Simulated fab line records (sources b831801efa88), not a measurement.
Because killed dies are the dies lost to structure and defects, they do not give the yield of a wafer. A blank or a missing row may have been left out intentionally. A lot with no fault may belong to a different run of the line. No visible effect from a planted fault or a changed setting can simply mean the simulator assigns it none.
Chamber matching || flow gf180mcu || GF_V2_CVD_02 on pecvd-01: 3 sister chambers
The step deposits SiO2 from TEOS, target thk 850 nm, time 94.851 s. 20 wafers are shown with their chamber, then 10 later ones without.

== EACH WAFER AND ITS CHAMBER ==
{"wafer": "L074.1", "chamber": 2, "heater-power-w (W)": 754, "susceptor-temp-C (C)": 399.85}
{"wafer": "L074.2", "chamber": 1, "heater-power-w (W)": 857, "susceptor-temp-C (C)": 400.21}
{"wafer": "L074.3", "chamber": 0, "heater-power-w (W)": 780, "susceptor-temp-C (C)": 400.02}
{"wafer": "L077.1", "chamber": 2, "heater-power-w (W)": 643, "susceptor-temp-C (C)": 399.84}
{"wafer": "L077.2", "chamber": 0, "heater-power-w (W)": 740, "susceptor-temp-C (C)": 400.45}
{"wafer": "L077.5", "chamber": 2, "heater-power-w (W)": 692, "susceptor-temp-C (C)": 400.05}
{"wafer": "L078.2", "chamber": 0, "heater-power-w (W)": 774, "susceptor-temp-C (C)": 399.96}
{"wafer": "L078.3", "chamber": 1, "heater-power-w (W)": 805, "susceptor-temp-C (C)": 399.91}
{"wafer": "L078.6", "chamber": 2, "heater-power-w (W)": 736, "susceptor-temp-C (C)": 400.12}
{"wafer": "L079.1", "chamber": 1, "heater-power-w (W)": 732, "susceptor-temp-C (C)": 399.96}
{"wafer": "L079.4", "chamber": 2, "heater-power-w (W)": 636, "susceptor-temp-C (C)": 399.94}
{"wafer": "L079.6", "chamber": 0, "heater-power-w (W)": 765, "susceptor-temp-C (C)": 400.00}
{"wafer": "L084.1", "chamber": 1, "heater-power-w (W)": 893, "susceptor-temp-C (C)": 400.06}
{"wafer": "L084.3", "chamber": 0, "heater-power-w (W)": 754, "susceptor-temp-C (C)": 400.35}
{"wafer": "L084.6", "chamber": 1, "heater-power-w (W)": 717, "susceptor-temp-C (C)": 400.12}
{"wafer": "L089.1", "chamber": 1, "heater-power-w (W)": 810, "susceptor-temp-C (C)": 400.34}
{"wafer": "L089.2", "chamber": 0, "heater-power-w (W)": 778, "susceptor-temp-C (C)": 399.94}
{"wafer": "L089.3", "chamber": 2, "heater-power-w (W)": 785, "susceptor-temp-C (C)": 400.20}
{"wafer": "L089.4", "chamber": 2, "heater-power-w (W)": 609, "susceptor-temp-C (C)": 400.22}
{"wafer": "L089.5", "chamber": 1, "heater-power-w (W)": 839, "susceptor-temp-C (C)": 400.05}

SIGNATURES (averages over the wafers above)
{"reading": "heater-power-w", "chamber 0": 765.17, "chamber 1": 807.57, "chamber 2": 693.57, "scatter within a chamber": 55.7}
{"reading": "susceptor-temp-C", "chamber 0": 400.1200, "chamber 1": 400.0929, "chamber 2": 400.0314, "scatter within a chamber": 0.176}
Rule: a wafer lies at a distance from a chamber equal to the root of the sum of squares, over the readings, of (its reading less the chamber's mean, divided by the reading's scatter). If the next closest chamber is less than 2 further off than the closest, the wafer can't be placed; otherwise it belongs to the closest. The scatter is the square root of a quotient: the sum, over the shown wafers, of each reading's squared deviation from its chamber's mean, divided by wafers minus chambers.

== WAFERS WITHOUT THEIR CHAMBER ==
{"wafer": "L089.6", "heater-power-w (W)": 626, "susceptor-temp-C (C)": 400.13}
{"wafer": "L090.1", "heater-power-w (W)": 733, "susceptor-temp-C (C)": 400.31}
{"wafer": "L090.2", "heater-power-w (W)": 725, "susceptor-temp-C (C)": 400.09}
{"wafer": "L090.3", "heater-power-w (W)": 800, "susceptor-temp-C (C)": 400.25}
{"wafer": "L090.4", "heater-power-w (W)": 847, "susceptor-temp-C (C)": 400.17}
{"wafer": "L090.5", "heater-power-w (W)": 749, "susceptor-temp-C (C)": 400.01}
{"wafer": "L090.6", "heater-power-w (W)": 760, "susceptor-temp-C (C)": 399.92}
{"wafer": "L097.1", "heater-power-w (W)": 743, "susceptor-temp-C (C)": 399.86}
{"wafer": "L097.2", "heater-power-w (W)": 784, "susceptor-temp-C (C)": 399.94}
{"wafer": "L097.5", "heater-power-w (W)": 821, "susceptor-temp-C (C)": 399.87}

== CHAMBER TAKEN BY EACH ==
{"wafer": "L089.6", "from the rows above": "can't be placed: 2 or 0 or 1", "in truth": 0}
{"wafer": "L090.1", "from the rows above": "can't be placed: 0 or 2 or 1", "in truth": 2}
{"wafer": "L090.2", "from the rows above": "can't be placed: 2 or 0 or 1", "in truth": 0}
{"wafer": "L090.3", "from the rows above": "can't be placed: 1 or 0 or 2", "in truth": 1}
{"wafer": "L090.4", "from the rows above": "can't be placed: 1 or 0", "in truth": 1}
{"wafer": "L090.5", "from the rows above": "can't be placed: 0 or 2 or 1", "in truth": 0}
{"wafer": "L090.6", "from the rows above": "can't be placed: 0 or 1 or 2", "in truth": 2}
{"wafer": "L097.1", "from the rows above": "can't be placed: 2 or 0 or 1", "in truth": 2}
{"wafer": "L097.2", "from the rows above": "can't be placed: 1 or 0 or 2", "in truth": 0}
{"wafer": "L097.5", "from the rows above": "can't be placed: 1 or 0 or 2", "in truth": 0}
0 of 10 placed correctly. Unplaceable from these rows: 10, with the true chamber sitting among the candidates in 10. Placed wrongly: 0.
